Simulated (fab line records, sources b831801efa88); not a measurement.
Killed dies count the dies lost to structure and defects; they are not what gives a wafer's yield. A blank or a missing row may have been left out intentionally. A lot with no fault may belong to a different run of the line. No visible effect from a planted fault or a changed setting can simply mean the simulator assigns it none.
fab line records | flow sky130
[record] lots = 6 | wafers = 18 | last_day = 50
route steps=708 shown POLY_GATE@229 LDD_N@237
lots with no fault: from the same line, run without faults
start_h: hours from the record's opening day to when the first of the lot's shown wafers began | wait_h: hours since the lot's step before | " same as the row above | L1.1+2: one row covering several wafers at once | - either no value or no given start | * or withheld: withheld | < > ~ a bound
route shown NAME@n: NAME is a module with steps in the file, n the number in the route of the first one | usual: mean/standard deviation of fault-free wafers | same: alike in all rows | chamber/n: place in a boat | sites: per-site readings | _std_site: the values' standard deviation | _edge_site: inner sites' mean taken away from outer sites' mean | radius_mm: how far each site lies from the wafer's centre | mask NAME#n: copy n | behind: tool/chamber where the wafer was last shaped | hold: cause of the lot's hold/its duration in hours/its outcome | device: whichever transistor did not switch (one of n, p or np) | end of line: at the end of the route, the tests of the same wafers | a step with no rows: only its recipe | killed: dies lost to structure and defects at the first sort, not the wafer's yield | map: a wafer's dies, marking killed ones x, the rest . and places with no die _
set.NAME: setting as actually run; set.NAME@STEP: the setting as run at that earlier step | model.NAME: the simulator's own value behind a step, which no gauge read
lots at selected steps of the route; one table per step, one row per wafer
services: when a tool's chamber went out of use (start_h, in hours from the record's first day, below 0 if earlier), for how many hours, and the reason
[[steps]]
[step SKY_POLY_GATE_ETCH_15]
[recipe] chemistry = N2/H2 | target = BARC | ion_energy_ev = 200 | source_w = 500 | bias_w = 100 | pressure_mtorr = 30 | n2_flow_sccm = 100 | h2_flow_sccm = 200 | stop_on = SiO2 | time_s = 118.5 | target_depth_a = 1100
[usual] drypump_motor_current_A = 5.8/0.31 | oes_product_au = 0.717/0.0046 | throttle_valve_pct = 13.213/0.009
lot.wafer | tool        | chamber | start_h | wait_h | drypump_motor_current_A | oes_product_au | rf_hours_counter_h | throttle_valve_pct
L607.2    | rie_diel-02 | 3       | 432.32  | 0.0    | 6.2                     | 0.721          | 5                  | 13.232
L607.3    | "           | 0       | "       | "      | 5.7                     | 0.723          | 2                  | 13.216
L607.6    | "           | 2       | "       | "      | 5.7                     | 0.716          | -                  | 13.210
L611.1    | rie_diel-01 | 1       | 466.72  | 0.0    | 5.4                     | 0.718          | 16                 | 13.209
L611.2    | "           | 0       | "       | "      | 5.5                     | 0.726          | 1                  | 13.210
L611.6    | "           | 1       | "       | "      | 5.4                     | 0.712          | -                  | 13.225
L614.1    | rie_diel-02 | 1       | 489.84  | 0.0    | 6.0                     | 0.716          | 6                  | 13.208
L614.3    | "           | 3       | "       | "      | 6.2                     | 0.718          | 6                  | 13.210
L614.6    | "           | 2       | "       | "      | 5.7                     | 0.715          | -                  | 13.219
L622.1    | rie_diel-02 | 2       | 561.57  | 0.0    | 5.7                     | 0.720          | 17                 | 13.213
L622.2    | "           | 0       | "       | "      | 5.7                     | 0.714          | 5                  | 13.202
L622.3    | "           | 3       | "       | "      | 6.2                     | 0.723          | 7                  | 13.191
L623.2    | rie_diel-01 | 3       | 573.32  | 0.0    | 6.0                     | 0.721          | 66                 | 13.204
L623.3    | "           | 0       | "       | "      | 5.5                     | 0.710          | 2                  | 13.204
L623.5    | "           | 2       | "       | "      | 5.5                     | 0.718          | -                  | 13.204
L624.2    | rie_diel-02 | 2       | 582.79  | 0.0    | 5.7                     | 0.715          | 18                 | 13.226
L624.3    | "           | 1       | "       | "      | 6.0                     | 0.716          | 9                  | 13.211
L624.5    | "           | 3       | "       | "      | 6.2                     | 0.722          | -                  | 13.207
[step SKY_POLY_GATE_ETCH_16]
[recipe] stop_on = poly-Si | chemistry = CH3F/O2 | target = Si3N4 | source_w = 400 | bias_w = 80 | pressure_mtorr = 25 | ch3f_flow_sccm = 40 | O2_flow_sccm = 30 | time_s = 147.5 | target_depth_a = 750
[usual] drypump_motor_current_A = 5.8/0.31 | oes_product_au = 0.642/0.0053 | throttle_valve_pct = 10.536/0.0092
lot.wafer | tool        | chamber | start_h | wait_h | drypump_motor_current_A | oes_product_au | rf_hours_counter_h | throttle_valve_pct
L607.2    | rie_diel-02 | 3       | 432.40  | 0.0    | 6.2                     | 0.648          | 5                  | 10.521
L607.3    | "           | 0       | "       | "      | 5.7                     | 0.635          | 2                  | 10.544
L607.6    | "           | 2       | "       | "      | 5.7                     | 0.645          | -                  | 10.550
L611.1    | rie_diel-01 | 1       | 466.80  | 0.0    | 5.4                     | 0.642          | 16                 | 10.519
L611.2    | "           | 0       | "       | "      | 5.6                     | 0.649          | 1                  | 10.511
L611.6    | "           | 1       | "       | "      | 5.4                     | 0.638          | -                  | 10.548
L614.1    | rie_diel-02 | 1       | 489.92  | 0.0    | 6.0                     | 0.647          | 7                  | 10.543
L614.3    | "           | 3       | "       | "      | 6.2                     | 0.646          | 6                  | 10.520
L614.6    | "           | 2       | "       | "      | 5.7                     | 0.651          | -                  | 10.536
L622.1    | rie_diel-02 | 2       | 561.65  | 0.0    | 5.7                     | 0.644          | 18                 | 10.527
L622.2    | "           | 0       | "       | "      | 5.7                     | 0.646          | 5                  | 10.552
L622.3    | "           | 3       | "       | "      | 6.1                     | 0.644          | 7                  | 10.539
L623.2    | rie_diel-01 | 3       | 573.40  | 0.0    | 6.0                     | 0.646          | 66                 | 10.520
L623.3    | "           | 0       | "       | "      | 5.6                     | 0.645          | 2                  | 10.548
L623.5    | "           | 2       | "       | "      | 5.5                     | 0.647          | -                  | 10.534
L624.2    | rie_diel-02 | 2       | 582.87  | 0.0    | 5.7                     | 0.641          | 18                 | 10.536
L624.3    | "           | 1       | "       | "      | 6.0                     | 0.636          | 9                  | 10.542
L624.5    | "           | 3       | "       | "      | 6.2                     | 0.645          | -                  | 10.536
[step SKY_POLY_GATE_ETCH_17]
[recipe] target_depth_nm = 180 | stop_on = SiO2 | over_etch_frac = 0.56667 | chemistry = HBr/Cl2 | target = poly-Si | icp_w = 400 | bias_w = 100 | pressure_mtorr = 10 | HBr_flow_sccm = 150 | Cl2_flow_sccm = 50 | time_s = 70.5
[usual] drypump_motor_current_A = 5.75/0.24 | oes_product_au = 0.986/0.0072 | throttle_valve_pct = 33.684/0.0099
lot.wafer | tool      | chamber | start_h | wait_h | drypump_motor_current_A | oes_product_au | rf_hours_counter_h | throttle_valve_pct
L607.2    | rie_si-02 | 3       | 432.50  | 0.0    | 5.70                    | 0.985          | 6                  | 33.687
L607.3    | "         | 1       | "       | "      | 5.40                    | 0.991          | 34                 | 33.681
L607.6    | "         | 2       | "       | "      | 6.03                    | 0.983          | -                  | 33.690
L611.1    | rie_si-01 | 0       | 466.90  | 0.0    | 5.89                    | 0.984          | 3                  | 33.677
L611.2    | "         | 1       | "       | "      | 6.09                    | 0.992          | 26                 | 33.703
L611.6    | "         | 0       | "       | "      | 5.90                    | 0.981          | -                  | 33.683
L614.1    | rie_si-02 | 0       | 490.02  | 0.0    | 5.70                    | 0.979          | 0                  | 33.683
L614.3    | "         | 2       | "       | "      | 6.06                    | 0.990          | 20                 | 33.689
L614.6    | "         | 1       | "       | "      | 5.37                    | 0.997          | -                  | 33.694
L622.1    | rie_si-02 | 1       | 561.75  | 0.0    | 5.39                    | 0.990          | 35                 | 33.693
L622.2    | "         | 0       | "       | "      | 5.71                    | 0.986          | 1                  | 33.688
L622.3    | "         | 3       | "       | "      | 5.72                    | 0.985          | 7                  | 33.680
L623.2    | rie_si-01 | 3       | 573.50  | 0.0    | 5.41                    | 0.982          | 1                  | 33.684
L623.3    | "         | 2       | "       | "      | 5.72                    | 0.992          | 2                  | 33.680
L623.5    | "         | 1       | "       | "      | 6.08                    | 0.980          | -                  | 33.679
L624.2    | rie_si-01 | 3       | 582.97  | 0.0    | 5.42                    | 0.995          | 1                  | 33.692
L624.3    | "         | 2       | "       | "      | 5.70                    | 0.985          | 2                  | 33.694
L624.5    | "         | 0       | "       | "      | 5.85                    | 0.992          | -                  | 33.688
[step SKY_POLY_GATE_STRIP_18]
[recipe] chemistry = O2/N2 | power_w = 1400 | pressure_mtorr = 1500 | platen_temp_c = withheld | o2_flow_sccm = 3000 | n2_flow_sccm = 300 | overash_fraction = 0.5
[usual] drypump_motor_current_A = 5.5/0.52 | oes_product_au = 0.360/0.0048 | strip_time_to_endpoint_s = 3.160/0.03
lot.wafer | tool            | chamber | start_h | wait_h | drypump_motor_current_A | oes_product_au | rf_hours_counter_h | strip_time_to_endpoint_s
L607.2    | plasma_asher-01 | 0       | 432.56  | 0.0    | 5.7                     | 0.369          | 32                 | 3.142
L607.3    | "               | 0       | "       | "      | 5.7                     | 0.357          | -                  | 3.168
L607.6    | "               | 1       | "       | "      | 5.6                     | 0.356          | -                  | 3.134
L611.1    | plasma_asher-01 | 1       | 466.96  | 0.0    | 5.6                     | 0.366          | 35                 | 3.148
L611.2    | "               | 0       | "       | "      | 5.7                     | 0.366          | 35                 | 3.176
L611.6    | "               | 1       | "       | "      | 5.6                     | 0.355          | -                  | 3.162
L614.1    | plasma_asher-04 | 1       | 490.07  | 0.0    | 4.8                     | 0.368          | 67                 | 3.197
L614.3    | "               | 1       | "       | "      | 4.8                     | 0.362          | -                  | 3.144
L614.6    | "               | 0       | "       | "      | 6.2                     | 0.362          | -                  | 3.148
L622.1    | plasma_asher-04 | 1       | 561.81  | 0.0    | 4.8                     | 0.359          | 74                 | 3.138
L622.2    | "               | 0       | "       | "      | 6.2                     | 0.354          | 74                 | 3.162
L622.3    | "               | 0       | "       | "      | 6.2                     | 0.359          | -                  | 3.150
L623.2    | plasma_asher-03 | 0       | 573.56  | 0.0    | 4.9                     | 0.363          | 14                 | 3.193
L623.3    | "               | 0       | "       | "      | 4.9                     | 0.362          | -                  | 3.172
L623.5    | "               | 0       | "       | "      | 4.9                     | 0.348          | -                  | 3.196
L624.2    | plasma_asher-01 | 1       | 583.02  | 0.0    | 5.6                     | 0.372          | 47                 | 3.122
L624.3    | "               | 1       | "       | "      | 5.6                     | 0.366          | -                  | 3.172
L624.5    | "               | 0       | "       | "      | 5.7                     | 0.365          | -                  | 3.123
[step SKY_POLY_GATE_CLEAN_19]
[recipe] chemistry = SC1/SC2 | mix = 1:4:20 | temp_c = 70 | time_s = 150 | dry = n2_spin
[step SKY_POLY_GATE_OXIDATION_20]
[recipe] temp_c = 850 | ambient = O2 | stabilise_s = 600 | purge_s = 300 | target_thk_a = 40 | ox_time_s = 899
[step SKY_POLY_GATE_THK_MEAS_21]
[recipe] reads = SiO2_of_POLY_GATE_OXIDATION_20
[usual] POLY_GATE_OXIDATION_THK = 3.99/0.092
lot.wafer | tool          | chamber | start_h | wait_h | POLY_GATE_OXIDATION_THK[nm]
L607.2    | film_metro-03 | -       | 433.97  | 0.0    | 4.23
L607.3    | "             | -       | "       | "      | 4.22
L607.6    | "             | -       | "       | "      | 4.21
L611.1    | film_metro-01 | -       | 468.36  | 0.0    | 3.91
L611.2    | "             | -       | "       | "      | 3.96
L611.6    | "             | -       | "       | "      | 3.95
L614.1    | film_metro-02 | -       | 492.75  | 0.0    | 4.00
L614.3    | "             | -       | "       | "      | 3.89
L614.6    | "             | -       | "       | "      | 3.93
L622.1    | film_metro-03 | -       | 563.21  | 0.0    | 4.02
L622.2    | "             | -       | "       | "      | 3.94
L622.3    | "             | -       | "       | "      | 4.00
L623.2    | film_metro-01 | -       | 574.97  | 0.0    | 3.89
L623.3    | "             | -       | "       | "      | 3.85
L623.5    | "             | -       | "       | "      | 3.93
L624.2    | film_metro-02 | -       | 585.00  | 0.0    | 3.92
L624.3    | "             | -       | "       | "      | 3.89
L624.5    | "             | -       | "       | "      | 3.94
[step SKY_POLY_GATE_CD_MEAS_22]
[usual] cd_nm = 150.5/2
lot.wafer | tool      | chamber | start_h | wait_h | cd_nm
L607.2    | cd_sem-02 | -       | 434.04  | 0.1    | 147.9
L607.3    | "         | -       | "       | "      | 149.1
L607.6    | "         | -       | "       | "      | 145.3
L611.1    | cd_sem-01 | -       | 468.42  | 0.1    | 155.4
L611.2    | "         | -       | "       | "      | 152.1
L611.6    | "         | -       | "       | "      | 155.6
L614.1    | cd_sem-01 | -       | 492.81  | 0.1    | 151.2
L614.3    | "         | -       | "       | "      | 150.6
L614.6    | "         | -       | "       | "      | 148.0
L622.1    | cd_sem-01 | -       | 563.27  | 0.1    | 149.6
L622.2    | "         | -       | "       | "      | 150.3
L622.3    | "         | -       | "       | "      | 150.0
L623.2    | cd_sem-02 | -       | 575.04  | 0.1    | 151.3
L623.3    | "         | -       | "       | "      | 151.8
L623.5    | "         | -       | "       | "      | 151.4
L624.2    | cd_sem-01 | -       | 585.08  | 0.1    | 148.5
L624.3    | "         | -       | "       | "      | 148.7
L624.5    | "         | -       | "       | "      | 150.0
[step SKY_LDD_N_DEHYDRATE_00]
[recipe] temp_c = 200 | time_s = 60
[step SKY_LDD_N_HMDS_01]
[recipe] prime_time_s = 60 | prime_temp_c = 120
[step SKY_LDD_N_COAT_02]
[recipe] resist = NOVOLAK | spin_rpm = 3000 | resist_thk_nm = 300
[step SKY_LDD_N_SOFTBAKE_03]
[recipe] temp_c = 90 | time_s = 60 | resist = NOVOLAK
[step SKY_LDD_N_EXPOSE_04]
[recipe] mask_id = NTM | target_cd_nm = 840 | na = 0.6 | source_shape = conventional | sigma_outer = 0.6 | dose_mj = 110
[usual] exposure_dose_mJ_cm2 = 110.02/0.11 | focus_offset_nm = 0.0/0.55
lot.wafer | tool             | chamber | start_h | wait_h | mask  | exposure_dose_mJ_cm2 | focus_offset_nm
L607.2    | iline_stepper-02 | 0       | 449.83  | -      | NTM#0 | 109.97               | -0.3
L607.3    | "                | 0       | "       | "      | NTM#0 | 109.88               | -0.1
L607.6    | "                | 0       | "       | "      | NTM#0 | 109.95               | 0.0
L611.1    | iline_stepper-01 | 0       | 483.96  | -      | NTM#0 | 109.93               | 0.9
L611.2    | "                | 0       | "       | "      | NTM#0 | 109.93               | 1.6
L611.6    | "                | 0       | "       | "      | NTM#0 | 110.19               | 1.1
L614.1    | iline_stepper-02 | 0       | 508.67  | -      | NTM#0 | 110.03               | -0.3
L614.3    | "                | 0       | "       | "      | NTM#0 | 109.94               | 0.0
L614.6    | "                | 0       | "       | "      | NTM#0 | 110.00               | -0.4
L622.1    | iline_stepper-02 | -       | 582.75  | -      | NTM#0 | -                    | -
L622.2    | "                | -       | "       | "      | NTM#0 | -                    | -
L622.3    | "                | -       | "       | "      | NTM#0 | -                    | -
L623.2    | iline_stepper-01 | -       | 589.95  | -      | NTM#0 | -                    | -
L623.3    | "                | -       | "       | "      | NTM#0 | -                    | -
L623.5    | "                | -       | "       | "      | NTM#0 | -                    | -
L624.2    | iline_stepper-01 | 0       | 599.91  | -      | NTM#0 | 110.09               | 0.4
L624.3    | "                | 0       | "       | "      | NTM#0 | 109.89               | 1.9
L624.5    | "                | 0       | "       | "      | NTM#0 | 109.95               | 0.9
[step SKY_LDD_N_PEB_05]
[recipe] temp_c = withheld | time_s = * | resist = NOVOLAK
[[services]]
tool             | chamber | start_h | hours | kind
plasma_asher-04  | -       | 414.44  | 2.8   | pm
plasma_asher-01  | -       | 418.91  | 2.3   | repair
rie_diel-01      | 0       | 419.71  | -     | clean
rie_diel-01      | 0       | 419.71  | 22.1  | scheduled_down
rie_si-01        | 3       | 419.73  | 38.8  | repair
plasma_asher-03  | -       | 421.25  | 9.0   | pm
rie_si-01        | -       | 425.04  | 15.6  | pm
rie_diel-02      | -       | 430.79  | 0.7   | repair
plasma_asher-04  | -       | 441.30  | 0.4   | repair
rie_diel-01      | 2       | 444.78  | 4.5   | repair
rie_diel-01      | -       | 487.24  | 54.0  | repair
iline_stepper-01 | -       | 507.52  | 5.6   | repair
rie_diel-02      | -       | 527.59  | 0.2   | repair
rie_diel-02      | 3       | 541.71  | 14.7  | repair
iline_stepper-02 | -       | 547.23  | 8.9   | pm
rie_diel-01      | 0       | 550.11  | 3.7   | repair
plasma_asher-03  | -       | 552.33  | 1.2   | repair
iline_stepper-01 | -       | 558.61  | 18.3  | repair
iline_stepper-01 | -       | 576.88  | 1.7   | pm
rie_diel-02      | 0       | 582.54  | 2.9   | repair
iline_stepper-01 | -       | 583.49  | 2.1   | pm
rie_si-02        | -       | 589.74  | 0.6   | repair
iline_stepper-02 | -       | 593.69  | 1.7   | pm
rie_si-02        | 3       | 595.08  | 15.9  | repair
[[key]]
[first_sign] step = SKY_LDD_N_EXPOSE_04 | reading = tool_record | direction = missing
effect none on later readings
met_at SKY_LDD_N_EXPOSE_04
struck_wafers L622.1,L622.2,L622.3,L623.2,L623.3,L623.5
sort_left_out L622.1,L622.2,L622.3,L623.2,L623.3,L623.5
tester_left_out L622,L623
onset_between 508.67 582.75
[fault] kind = skipped_step_whole | tool = iline_stepper-01,iline_stepper-02 | chamber = - | onset_h = 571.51 | steps = SKY_LDD_N_EXPOSE_04 | scope = struck_lots_only
// tester_left_out: of these lots the tester's yield and bins aren't shown, on N5 and GAA mostly nor the transistor test; their killed dies are dies lost to structure and defects alone, not to doping, threshold or leakage, so they don't give the yield
// sort_left_out: the simulated sort isn't trusted on such a fault, so these wafers' sort isn't shown, and their yield isn't known
